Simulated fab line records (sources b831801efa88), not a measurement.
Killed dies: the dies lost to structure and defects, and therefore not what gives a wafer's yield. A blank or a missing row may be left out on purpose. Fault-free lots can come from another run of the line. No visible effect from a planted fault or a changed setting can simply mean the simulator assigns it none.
Chamber matching || flow sfq_line || 4 sister chambers for SFQ_TRILAYER_I0_CMP_CMP_028 on cmp-01
The step polishes SiO2. 4 wafers are shown with their chamber, then 7 later ones without.

## WAFERS WITH THEIR CHAMBER
{"wafer": "L752.1", "chamber": 3, "motor_current_A (A)": 10.2}
{"wafer": "L752.5", "chamber": 0, "motor_current_A (A)": 10.3}
{"wafer": "L753.3", "chamber": 1, "motor_current_A (A)": 11.0}
{"wafer": "L753.4", "chamber": 2, "motor_current_A (A)": 9.3}

## WAFERS WITH NO CHAMBER GIVEN
{"wafer": "L753.2", "motor_current_A (A)": 10.5}
{"wafer": "L757.3", "motor_current_A (A)": 10.7}
{"wafer": "L757.4", "motor_current_A (A)": 9.3}
{"wafer": "L757.6", "motor_current_A (A)": 9.6}
{"wafer": "L761.1", "motor_current_A (A)": 10.0}
{"wafer": "L761.3", "motor_current_A (A)": 9.0}
{"wafer": "L761.6", "motor_current_A (A)": 9.1}

## WHICH CHAMBER EACH ONE RAN IN
{"wafer": "L753.2", "from the rows above": "can't be placed: 0 or 3 or 1", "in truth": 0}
{"wafer": "L757.3", "from the rows above": "can't be placed: 1 or 0 or 3", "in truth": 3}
{"wafer": "L757.4", "from the rows above": 2, "in truth": 2}
{"wafer": "L757.6", "from the rows above": "can't be placed: 2 or 3 or 0", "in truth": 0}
{"wafer": "L761.1", "from the rows above": "can't be placed: 3 or 0", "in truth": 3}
{"wafer": "L761.3", "from the rows above": 2, "in truth": 2}
{"wafer": "L761.6", "from the rows above": 2, "in truth": 2}
3 of 7 placed correctly. Can't be placed from these rows: 4 (the true chamber is among the candidates in 4). Wrongly placed: 0.
How it was worked out, from the rows above alone: a wafer's distance from a chamber is the root of the sum, over the readings, of the square of ((its reading less the chamber's mean) divided by the reading's scatter). If the next closest chamber is less than 2 further off than the closest, the wafer can't be placed; otherwise it belongs to the closest. A chamber's mean is the mean of its shown wafers. The scatter: with one shown wafer a chamber, the root of the mean of the squares of how far each hidden wafer lies from its nearest shown one.
